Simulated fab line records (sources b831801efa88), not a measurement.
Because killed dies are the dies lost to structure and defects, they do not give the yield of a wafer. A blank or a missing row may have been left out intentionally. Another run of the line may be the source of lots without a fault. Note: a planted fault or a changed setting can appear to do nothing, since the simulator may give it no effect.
Lot-split experiment / flow sfq line / 23 wafers read from 5 lots, route of 325 steps

THE SPLIT ITSELF
At SFQ_TRILAYER_I4_VIA_LITHO_COAT_108 (resist thk 62 nm), the setting spin rpm was moved away from the recipe's 3000 rpm on 7 of the 23 wafers read, by -4.1% to +3.5%. All remaining wafers had this setting at the recipe value.

The reading is taken at the split's own step.

THE READING
BARC_of_TRILAYER_I4_VIA_LITHO_COAT_108.thk nm (the simulator's own value, which no gauge read), in nm, at SFQ_TRILAYER_I4_VIA_LITHO_COAT_108 (resist thk 62 nm). There is no usual value for it anywhere in the file. Across the 16 wafers here that went through the recipe, the average is 61.88 nm and the standard deviation 0.13 nm.

wafer=L074.4; tool, chamber at the split=litho track-01, 0; spin rpm as run, rpm=3000; against the recipe=recipe; BARC_of_TRILAYER_I4_VIA_LITHO_COAT_108.thk nm, nm=61.84; against lot-mates on the recipe=-
wafer=L074.5; tool, chamber at the split=litho track-01, 0; spin rpm as run, rpm=3000; against the recipe=recipe; BARC_of_TRILAYER_I4_VIA_LITHO_COAT_108.thk nm, nm=61.79; against lot-mates on the recipe=-
wafer=L074.6; tool, chamber at the split=litho track-01, 0; spin rpm as run, rpm=3000; against the recipe=recipe; BARC_of_TRILAYER_I4_VIA_LITHO_COAT_108.thk nm, nm=62.07; against lot-mates on the recipe=-
wafer=L076.1; tool, chamber at the split=litho track-02, 0; spin rpm as run, rpm=3000; against the recipe=recipe; BARC_of_TRILAYER_I4_VIA_LITHO_COAT_108.thk nm, nm=61.96; against lot-mates on the recipe=-
wafer=L076.2; tool, chamber at the split=litho track-02, 0; spin rpm as run, rpm=2940; against the recipe=-2.0%; BARC_of_TRILAYER_I4_VIA_LITHO_COAT_108.thk nm, nm=62.42; against lot-mates on the recipe=+0.57
wafer=L076.3; tool, chamber at the split=litho track-02, 0; spin rpm as run, rpm=3000; against the recipe=recipe; BARC_of_TRILAYER_I4_VIA_LITHO_COAT_108.thk nm, nm=61.74; against lot-mates on the recipe=-
wafer=L076.4; tool, chamber at the split=litho track-02, 0; spin rpm as run, rpm=2940; against the recipe=-2.0%; BARC_of_TRILAYER_I4_VIA_LITHO_COAT_108.thk nm, nm=62.19; against lot-mates on the recipe=+0.34
wafer=L076.6; tool, chamber at the split=litho track-02, 0; spin rpm as run, rpm=2940; against the recipe=-2.0%; BARC_of_TRILAYER_I4_VIA_LITHO_COAT_108.thk nm, nm=62.51; against lot-mates on the recipe=+0.66
wafer=L080.1; tool, chamber at the split=litho track-03, 0; spin rpm as run, rpm=3000; against the recipe=recipe; BARC_of_TRILAYER_I4_VIA_LITHO_COAT_108.thk nm, nm=61.9; against lot-mates on the recipe=-
wafer=L080.2; tool, chamber at the split=litho track-03, 0; spin rpm as run, rpm=3000; against the recipe=recipe; BARC_of_TRILAYER_I4_VIA_LITHO_COAT_108.thk nm, nm=62.14; against lot-mates on the recipe=-
wafer=L080.4; tool, chamber at the split=litho track-03, 0; spin rpm as run, rpm=3104; against the recipe=+3.5%; BARC_of_TRILAYER_I4_VIA_LITHO_COAT_108.thk nm, nm=60.76; against lot-mates on the recipe=-1.19
wafer=L080.5; tool, chamber at the split=litho track-03, 0; spin rpm as run, rpm=3000; against the recipe=recipe; BARC_of_TRILAYER_I4_VIA_LITHO_COAT_108.thk nm, nm=61.81; against lot-mates on the recipe=-
wafer=L080.6; tool, chamber at the split=litho track-03, 0; spin rpm as run, rpm=3104; against the recipe=+3.5%; BARC_of_TRILAYER_I4_VIA_LITHO_COAT_108.thk nm, nm=60.87; against lot-mates on the recipe=-1.08
wafer=L084.2; tool, chamber at the split=litho track-01, 0; spin rpm as run, rpm=3000; against the recipe=recipe; BARC_of_TRILAYER_I4_VIA_LITHO_COAT_108.thk nm, nm=62.01; against lot-mates on the recipe=-
wafer=L084.3; tool, chamber at the split=litho track-01, 0; spin rpm as run, rpm=3000; against the recipe=recipe; BARC_of_TRILAYER_I4_VIA_LITHO_COAT_108.thk nm, nm=61.97; against lot-mates on the recipe=-
wafer=L084.4; tool, chamber at the split=litho track-01, 0; spin rpm as run, rpm=3000; against the recipe=recipe; BARC_of_TRILAYER_I4_VIA_LITHO_COAT_108.thk nm, nm=61.75; against lot-mates on the recipe=-
wafer=L084.5; tool, chamber at the split=litho track-01, 0; spin rpm as run, rpm=2878; against the recipe=-4.1%; BARC_of_TRILAYER_I4_VIA_LITHO_COAT_108.thk nm, nm=63.08; against lot-mates on the recipe=+1.17
wafer=L084.6; tool, chamber at the split=litho track-01, 0; spin rpm as run, rpm=2878; against the recipe=-4.1%; BARC_of_TRILAYER_I4_VIA_LITHO_COAT_108.thk nm, nm=63.26; against lot-mates on the recipe=+1.35
wafer=L085.1; tool, chamber at the split=litho track-01, 0; spin rpm as run, rpm=3000; against the recipe=recipe; BARC_of_TRILAYER_I4_VIA_LITHO_COAT_108.thk nm, nm=61.84; against lot-mates on the recipe=-
wafer=L085.2; tool, chamber at the split=litho track-01, 0; spin rpm as run, rpm=3000; against the recipe=recipe; BARC_of_TRILAYER_I4_VIA_LITHO_COAT_108.thk nm, nm=61.74; against lot-mates on the recipe=-
wafer=L085.3; tool, chamber at the split=litho track-01, 0; spin rpm as run, rpm=3000; against the recipe=recipe; BARC_of_TRILAYER_I4_VIA_LITHO_COAT_108.thk nm, nm=61.97; against lot-mates on the recipe=-
wafer=L085.5; tool, chamber at the split=litho track-01, 0; spin rpm as run, rpm=3000; against the recipe=recipe; BARC_of_TRILAYER_I4_VIA_LITHO_COAT_108.thk nm, nm=61.67; against lot-mates on the recipe=-
wafer=L085.6; tool, chamber at the split=litho track-01, 0; spin rpm as run, rpm=3000; against the recipe=recipe; BARC_of_TRILAYER_I4_VIA_LITHO_COAT_108.thk nm, nm=61.89; against lot-mates on the recipe=-

FIT RESULTS
A straight line over all 23 wafers: BARC_of_TRILAYER_I4_VIA_LITHO_COAT_108.thk nm changes by -0.303 nm for each +1% of spin rpm; r = -0.97; the points scatter about the line by 0.13 nm.
The same after taking each lot's own level away (the mean of its wafers on the recipe; 23 wafers): -0.309 nm for each +1%; r = -0.98; scatter 0.12 nm.
According to that fit, moving spin rpm by its largest amount changes the reading by 1.3 nm.
The span of the lots' own levels, 61.822 to 61.950 nm, comes to 1.0 times the standard deviation stated above.
The two slopes agree, so the slope changes little with the lot-to-lot level.
Check: with one of the wafers moved furthest among these (-4.1%) left out of the fit, the line predicts +1.26 nm for it against its lot-mates. Against them it came out at +1.17 nm.

ADDITIONAL SPLITS CARRIED BY THESE WAFERS
Before the reading, these wafers also passed through other splits. Each is held against what the fit with the lots' levels taken away leaves over:
other split on the same wafers=SFQ_TRILAYER_I1_VIA_BARC_OPEN_VIA_ETCH_071 time s; wafers away from the commonest value=6; r with BARC_of_TRILAYER_I4_VIA_LITHO_COAT_108.thk nm (lot level and that fit taken away)=-0.06
other split on the same wafers=SFQ_TRILAYER_M2_LITHO_COAT_057 spin rpm; wafers away from the commonest value=5; r with BARC_of_TRILAYER_I4_VIA_LITHO_COAT_108.thk nm (lot level and that fit taken away)=-0.33
other split on the same wafers=SFQ_TRILAYER_I2_DEP_PECVD_063 time s; wafers away from the commonest value=5; r with BARC_of_TRILAYER_I4_VIA_LITHO_COAT_108.thk nm (lot level and that fit taken away)=+0.15
other split on the same wafers=SFQ_TRILAYER_I2_VIA_LITHO_COAT_067 spin rpm; wafers away from the commonest value=7; r with BARC_of_TRILAYER_I4_VIA_LITHO_COAT_108.thk nm (lot level and that fit taken away)=-0.04
other split on the same wafers=SFQ_TRILAYER_I2_VIA_BARC_OPEN_VIA_ETCH_096 source w; wafers away from the commonest value=11; r with BARC_of_TRILAYER_I4_VIA_LITHO_COAT_108.thk nm (lot level and that fit taken away)=-0.24
other split on the same wafers=SFQ_TRILAYER_M3_ETCH_METAL_ETCH_078 icp w; wafers away from the commonest value=8; r with BARC_of_TRILAYER_I4_VIA_LITHO_COAT_108.thk nm (lot level and that fit taken away)=-0.28
other split on the same wafers=SFQ_TRILAYER_I3_DEP_PECVD_081 time s; wafers away from the commonest value=10; r with BARC_of_TRILAYER_I4_VIA_LITHO_COAT_108.thk nm (lot level and that fit taken away)=-0.37
other split on the same wafers=SFQ_TRILAYER_I3_VIA_LITHO_PEB_088 peb time s; wafers away from the commonest value=7; r with BARC_of_TRILAYER_I4_VIA_LITHO_COAT_108.thk nm (lot level and that fit taken away)=-0.18
other split on the same wafers=SFQ_TRILAYER_I3_VIA_BARC_OPEN_VIA_ETCH_121 source w; wafers away from the commonest value=10; r with BARC_of_TRILAYER_I4_VIA_LITHO_COAT_108.thk nm (lot level and that fit taken away)=-0.01
other split on the same wafers=SFQ_TRILAYER_M4_LITHO_COAT_098 resist thk nm; wafers away from the commonest value=7; r with BARC_of_TRILAYER_I4_VIA_LITHO_COAT_108.thk nm (lot level and that fit taken away)=+0.01
other split on the same wafers=SFQ_TRILAYER_M4_ETCH_METAL_ETCH_096 time s; wafers away from the commonest value=11; r with BARC_of_TRILAYER_I4_VIA_LITHO_COAT_108.thk nm (lot level and that fit taken away)=+0.03

THE FILE'S OWN FIT
BARC_of_TRILAYER_I4_VIA_LITHO_COAT_108.thk nm changes by -0.31 nm for each +1% of spin rpm, r = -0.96.
